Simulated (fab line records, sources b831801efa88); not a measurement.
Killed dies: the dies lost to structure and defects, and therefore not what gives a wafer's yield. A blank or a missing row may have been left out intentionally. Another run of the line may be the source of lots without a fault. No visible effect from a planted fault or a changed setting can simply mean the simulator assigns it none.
Chamber matching -- flow sfqLine -- 4 sister chambers for SFQ_TRILAYER_I3_CMP_CMP_082 on cmp-01
The step polishes SiO2. 4 wafers are shown with their chamber, then 8 later ones without.

== WAFERS WITH THEIR CHAMBER ==
wafer,chamber,motorCurrentA (A)
L214.3,0,11.4
L215.2,3,10.3
L215.4,2,10.2
L215.6,1,10.3

== WAFERS WITH NO CHAMBER GIVEN ==
wafer,motorCurrentA (A)
L216.3,11.1
L216.4,9.9
L216.5,10.5
L226.2,9.6
L226.6,10.9
L228.4,9.9
L228.5,10.0
L228.6,10.9

== WHICH CHAMBER EACH WENT THROUGH ==
wafer,from the rows above,in truth
L216.3,can't be placed: 0 or 1 or 3 or 2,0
L216.4,can't be placed: 2 or 1 or 3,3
L216.5,can't be placed: 1 or 3 or 2 or 0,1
L226.2,can't be placed: 2 or 1 or 3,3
L226.6,can't be placed: 0 or 1 or 3 or 2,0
L228.4,can't be placed: 2 or 1 or 3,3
L228.5,can't be placed: 2 or 1 or 3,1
L228.6,can't be placed: 0 or 1 or 3 or 2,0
Placed correctly: 0 of 8. Not placeable from these rows: 8 (in 8, the candidates include the true chamber). Wrongly placed: 0.
How it was worked out, from the rows above alone: a wafer's distance from a chamber is the root of the sum, over the readings, of the square of ((its reading less the chamber's mean) divided by the reading's scatter). If the next closest chamber is less than 2 further off than the closest, the wafer can't be placed; otherwise it belongs to the closest. A chamber's mean is the mean of its shown wafers. The scatter: root of mean squared gap, hidden wafer to nearest shown wafer, with one shown wafer a chamber.
